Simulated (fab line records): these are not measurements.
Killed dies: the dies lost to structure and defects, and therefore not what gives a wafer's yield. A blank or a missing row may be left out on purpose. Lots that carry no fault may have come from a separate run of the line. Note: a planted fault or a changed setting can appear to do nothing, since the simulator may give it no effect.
Matching of chambers :: flow gf180mcu :: GF_V3_CMP_26 on cmp-02: 4 sister chambers
The step polishes, stops on SiO2, t overpolish 15 s, target thk 0 nm. 8 wafers are shown with their chamber, then 9 later ones without.

== WAFERS, EACH WITH ITS CHAMBER ==
wafer: L593.6
chamber: 3
motor current A (A): 12.0
time to endpoint s (s): 78

wafer: L599.3
chamber: 3
motor current A (A): 12.1
time to endpoint s (s): 83

wafer: L600.5
chamber: 2
motor current A (A): 10.4
time to endpoint s (s): 83

wafer: L605.1
chamber: 1
motor current A (A): 12.0
time to endpoint s (s): 92

wafer: L605.6
chamber: 0
motor current A (A): 11.4
time to endpoint s (s): 90

wafer: L608.1
chamber: 1
motor current A (A): 12.5
time to endpoint s (s): 90

wafer: L608.2
chamber: 2
motor current A (A): 9.7
time to endpoint s (s): 81

wafer: L608.6
chamber: 0
motor current A (A): 10.9
time to endpoint s (s): 91

== WAFERS WITHOUT THEIR CHAMBER ==
wafer: L609.1
motor current A (A): 12.6
time to endpoint s (s): 87

wafer: L609.4
motor current A (A): 10.1
time to endpoint s (s): 82

wafer: L609.6
motor current A (A): 12.2
time to endpoint s (s): 90

wafer: L611.2
motor current A (A): 10.1
time to endpoint s (s): 83

wafer: L611.3
motor current A (A): 12.4
time to endpoint s (s): 91

wafer: L611.5
motor current A (A): 10.4
time to endpoint s (s): 84

wafer: L612.1
motor current A (A): 11.9
time to endpoint s (s): 83

wafer: L612.5
motor current A (A): 12.5
time to endpoint s (s): 89

wafer: L612.6
motor current A (A): 10.8
time to endpoint s (s): 91

== THE CHAMBER EACH PASSED THROUGH ==
wafer: L609.1
from the rows above: can't be placed: 1 or 3
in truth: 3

wafer: L609.4
from the rows above: 2
in truth: 2

wafer: L609.6
from the rows above: 1
in truth: 1

wafer: L611.2
from the rows above: 2
in truth: 2

wafer: L611.3
from the rows above: 1
in truth: 1

wafer: L611.5
from the rows above: 2
in truth: 2

wafer: L612.1
from the rows above: 3
in truth: 3

wafer: L612.5
from the rows above: 1
in truth: 1

wafer: L612.6
from the rows above: 0
in truth: 0
Placed correctly: 8 of 9. From these rows, 1 cannot be placed; in 1 the true chamber is one of the candidates. Number placed wrongly: 0.
How it was worked out, from the rows above alone: a wafer's distance from a chamber is the root of the sum, over the readings, of the square of ((its reading less the chamber's mean) divided by the reading's scatter). If the next closest chamber is less than 2 further off than the closest, the wafer can't be placed; otherwise it belongs to the closest. The mean given for a chamber averages the wafers shown for that chamber. The scatter is the square root of a quotient: the sum, over the shown wafers, of each reading's squared deviation from its chamber's mean, divided by wafers minus chambers.
